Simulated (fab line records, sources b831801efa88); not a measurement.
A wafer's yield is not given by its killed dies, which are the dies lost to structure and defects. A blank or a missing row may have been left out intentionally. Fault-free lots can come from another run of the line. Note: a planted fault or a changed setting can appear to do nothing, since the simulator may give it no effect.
A single fault, viewed from 2 desks :: flow sfq line :: every desk sees just its own numbers, and what lay behind them comes last

FROM THE METROLOGY DESK
What the gauges read, lot by lot, whatever tool the lot ran on: means of the sampled wafers that have a number. Marked OUT: a lot whose mean sits more than 4 standard deviations from the usual mean, which makes it out of limits; the brackets give that distance.
Columns: A = I3_BOW at SFQ_I3_BOW_MEAS_922, usual 4 um; B = I3_OVL at SFQ_I3_OVL_MEAS_923, usual 0 nm
lot: L186
first seen here: day 36 09:29
A: 6
B: -7

lot: L189
first seen here: day 37 18:05
A: 8
B: 2

lot: L195
first seen here: day 40 12:44
A: -5
B: -2

lot: L203
first seen here: day 43 17:49
A: 2
B: -3

lot: L206
first seen here: day 44 23:47
A: -10
B: 9

lot: L207
first seen here: day 45 01:10
A: -4
B: -4
Finding of this desk: none of the 6 lots has anything out of limits.

DESK OF THE TOOL OWNER: rie diel-03
The tool's own readings at SFQ_TRILAYER_I3_VIA_BARC_OPEN_VIA_ETCH_121 (etches BARC in O2, target depth 125 nm, time 41.7 s): means of the sampled wafers that have a number, for each lot that ran on this tool. Marked OUT: a lot whose mean sits more than 4 standard deviations from the usual mean, which makes it out of limits; the brackets give that distance.
Columns: A = bias w at SFQ_TRILAYER_I3_VIA_BARC_OPEN_VIA_ETCH_121, usual 79.97 W; B = drypump motor current A at SFQ_TRILAYER_I3_VIA_BARC_OPEN_VIA_ETCH_121, usual 5.6 A; C = oes product au at SFQ_TRILAYER_I3_VIA_BARC_OPEN_VIA_ETCH_121, usual 0.685 a.u.; D = run length s at SFQ_TRILAYER_I3_VIA_BARC_OPEN_VIA_ETCH_121, usual 70.1 s
lot: L186
first seen here: day 41 18:26
A: 80.22
B: 5.9
C: 0.688
D: 70.1

lot: L195
first seen here: day 46 17:43
A: 80.02
B: 5.6
C: 0.685
D: 70.0

lot: L203
first seen here: day 49 09:34
A: 79.98
B: 5.4
C: 0.657 (-6.1) OUT
D: 74.3 (+7.6) OUT

lot: L206
first seen here: day 50 21:34
A: 79.68
B: 5.9
C: 0.669
D: 73.2 (+5.6) OUT
This desk's finding: out of limits on L203, L206; first on L203, day 49 09:34 (oes product au at SFQ_TRILAYER_I3_VIA_BARC_OPEN_VIA_ETCH_121). L186, L195: within limits.

ALL TOGETHER
On L203, L206, at day 49 09:34, an alarm was possible from the tool owner's desk.
The metrology desk saw nothing out of limits.
The metrology desk holds a record of L203, L206, inside its limits.
Of the lots named, all ran SFQ_TRILAYER_I3_VIA_BARC_OPEN_VIA_ETCH_121 on rie diel-03.

WHAT THE SIMULATOR PUT IN
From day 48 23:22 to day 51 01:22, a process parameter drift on rie diel-03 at SFQ_TRILAYER_I3_VIA_BARC_OPEN_VIA_ETCH_121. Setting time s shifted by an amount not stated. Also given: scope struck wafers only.
Lots struck among those shown: L203, L206.
Time in hours from fault onset to the first out-of-limits reading at each desk: the tool owner's desk, 10.
